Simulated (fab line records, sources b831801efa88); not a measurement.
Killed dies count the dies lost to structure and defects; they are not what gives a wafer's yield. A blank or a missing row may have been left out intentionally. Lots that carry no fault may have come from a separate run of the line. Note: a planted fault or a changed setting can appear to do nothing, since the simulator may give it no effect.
Matching of chambers / flow sky130 / SKY_VIA1_CMP_24 on cmp-02 has 4 sister chambers
The step polishes, stops on SiO2, t overpolish 15 s, target thk 0 nm. 30 wafers are shown with their chamber, then 12 later ones without.

EACH WAFER AND ITS CHAMBER
wafer=L077.4; chamber=3; motorCurrentA (A)=9.5; timeToEndpointS (s)=72; overpolishRunS (s)=15.001
wafer=L077.5; chamber=3; motorCurrentA (A)=9.6; timeToEndpointS (s)=71; overpolishRunS (s)=14.992
wafer=L077.6; chamber=2; motorCurrentA (A)=10.5; timeToEndpointS (s)=69; overpolishRunS (s)=15.006
wafer=L076.2; chamber=3; motorCurrentA (A)=10.2; timeToEndpointS (s)=67; overpolishRunS (s)=14.991
wafer=L076.4; chamber=1; motorCurrentA (A)=11.0; timeToEndpointS (s)=69; overpolishRunS (s)=15.003
wafer=L076.6; chamber=2; motorCurrentA (A)=10.2; timeToEndpointS (s)=63; overpolishRunS (s)=15.016
wafer=L080.1; chamber=2; motorCurrentA (A)=10.7; timeToEndpointS (s)=69; overpolishRunS (s)=14.991
wafer=L080.5; chamber=1; motorCurrentA (A)=11.1; timeToEndpointS (s)=74; overpolishRunS (s)=14.993
wafer=L080.6; chamber=0; motorCurrentA (A)=14.9; timeToEndpointS (s)=66; overpolishRunS (s)=14.995
wafer=L081.1; chamber=2; motorCurrentA (A)=10.3; timeToEndpointS (s)=67; overpolishRunS (s)=14.997
wafer=L081.5; chamber=3; motorCurrentA (A)=10.3; timeToEndpointS (s)=66; overpolishRunS (s)=14.993
wafer=L081.6; chamber=2; motorCurrentA (A)=10.4; timeToEndpointS (s)=66; overpolishRunS (s)=14.985
wafer=L083.1; chamber=2; motorCurrentA (A)=10.6; timeToEndpointS (s)=67; overpolishRunS (s)=14.990
wafer=L083.2; chamber=0; motorCurrentA (A)=15.4; timeToEndpointS (s)=70; overpolishRunS (s)=14.999
wafer=L083.3; chamber=3; motorCurrentA (A)=9.5; timeToEndpointS (s)=70; overpolishRunS (s)=15.000
wafer=L087.2; chamber=0; motorCurrentA (A)=16.0; timeToEndpointS (s)=65; overpolishRunS (s)=14.999
wafer=L087.4; chamber=3; motorCurrentA (A)=9.5; timeToEndpointS (s)=70; overpolishRunS (s)=14.980
wafer=L087.6; chamber=0; motorCurrentA (A)=15.1; timeToEndpointS (s)=66; overpolishRunS (s)=15.017
wafer=L088.2; chamber=3; motorCurrentA (A)=9.6; timeToEndpointS (s)=69; overpolishRunS (s)=15.000
wafer=L088.4; chamber=2; motorCurrentA (A)=9.9; timeToEndpointS (s)=67; overpolishRunS (s)=14.990
wafer=L088.5; chamber=3; motorCurrentA (A)=9.9; timeToEndpointS (s)=71; overpolishRunS (s)=15.003
wafer=L089.1; chamber=1; motorCurrentA (A)=11.5; timeToEndpointS (s)=74; overpolishRunS (s)=14.994
wafer=L089.3; chamber=3; motorCurrentA (A)=9.7; timeToEndpointS (s)=70; overpolishRunS (s)=14.990
wafer=L089.5; chamber=3; motorCurrentA (A)=9.5; timeToEndpointS (s)=72; overpolishRunS (s)=15.007
wafer=L089.2; chamber=0; motorCurrentA (A)=15.0; timeToEndpointS (s)=69; overpolishRunS (s)=14.998
wafer=L089.4; chamber=2; motorCurrentA (A)=10.2; timeToEndpointS (s)=69; overpolishRunS (s)=15.015
wafer=L089.6; chamber=0; motorCurrentA (A)=15.5; timeToEndpointS (s)=65; overpolishRunS (s)=15.005
wafer=L092.1; chamber=3; motorCurrentA (A)=10.1; timeToEndpointS (s)=70; overpolishRunS (s)=15.001
wafer=L092.2; chamber=2; motorCurrentA (A)=9.6; timeToEndpointS (s)=68; overpolishRunS (s)=14.994
wafer=L092.4; chamber=1; motorCurrentA (A)=10.9; timeToEndpointS (s)=69; overpolishRunS (s)=14.990

SIGNATURES, as means of the wafers listed above
reading=motorCurrentA; chamber 0=15.317; chamber 1=11.125; chamber 2=10.267; chamber 3=9.764; scatter within a chamber=0.336
reading=timeToEndpointS; chamber 0=66.83; chamber 1=71.50; chamber 2=67.22; chamber 3=69.82; scatter within a chamber=2.08
reading=overpolishRunS; chamber 0=15.00217; chamber 1=14.99500; chamber 2=14.99822; chamber 3=14.99618; scatter within a chamber=0.00887
Rule: a wafer's distance from a chamber is the root of the sum, over the readings, of the square of ((its reading less the chamber's mean) divided by the reading's scatter). If the next closest chamber is less than 2 further off than the closest, the wafer can't be placed; otherwise it belongs to the closest. The scatter: the root of (the sum of the squares of (reading less its chamber's mean) over the shown wafers, divided by (wafers less chambers)).

WAFERS WHOSE CHAMBER IS MISSING
wafer=L093.2; motorCurrentA (A)=10.5; timeToEndpointS (s)=69; overpolishRunS (s)=14.998
wafer=L093.3; motorCurrentA (A)=11.1; timeToEndpointS (s)=71; overpolishRunS (s)=14.999
wafer=L093.4; motorCurrentA (A)=14.8; timeToEndpointS (s)=64; overpolishRunS (s)=15.003
wafer=L094.2; motorCurrentA (A)=9.8; timeToEndpointS (s)=70; overpolishRunS (s)=15.016
wafer=L094.3; motorCurrentA (A)=15.5; timeToEndpointS (s)=68; overpolishRunS (s)=15.003
wafer=L094.5; motorCurrentA (A)=9.6; timeToEndpointS (s)=67; overpolishRunS (s)=15.000
wafer=L097.2; motorCurrentA (A)=10.3; timeToEndpointS (s)=64; overpolishRunS (s)=15.000
wafer=L097.3; motorCurrentA (A)=9.4; timeToEndpointS (s)=70; overpolishRunS (s)=15.006
wafer=L097.6; motorCurrentA (A)=10.0; timeToEndpointS (s)=64; overpolishRunS (s)=14.996
wafer=L097.1; motorCurrentA (A)=11.2; timeToEndpointS (s)=71; overpolishRunS (s)=15.000
wafer=L097.4; motorCurrentA (A)=14.6; timeToEndpointS (s)=64; overpolishRunS (s)=15.004
wafer=L097.5; motorCurrentA (A)=10.1; timeToEndpointS (s)=67; overpolishRunS (s)=14.994

THE CHAMBER EACH PASSED THROUGH
wafer=L093.2; from the rows above=can't be placed: 2 or 3 or 1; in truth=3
wafer=L093.3; from the rows above=1; in truth=1
wafer=L093.4; from the rows above=0; in truth=0
wafer=L094.2; from the rows above=can't be placed: 3 or 2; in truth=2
wafer=L094.3; from the rows above=0; in truth=0
wafer=L094.5; from the rows above=can't be placed: 3 or 2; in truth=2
wafer=L097.2; from the rows above=can't be placed: 2 or 3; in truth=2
wafer=L097.3; from the rows above=can't be placed: 3 or 2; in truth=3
wafer=L097.6; from the rows above=can't be placed: 2 or 3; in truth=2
wafer=L097.1; from the rows above=1; in truth=1
wafer=L097.4; from the rows above=0; in truth=0
wafer=L097.5; from the rows above=can't be placed: 2 or 3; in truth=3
Correctly placed: 5 of 12. Can't be placed from these rows: 7 (the true chamber is among the candidates in 7). Number placed wrongly: 0.
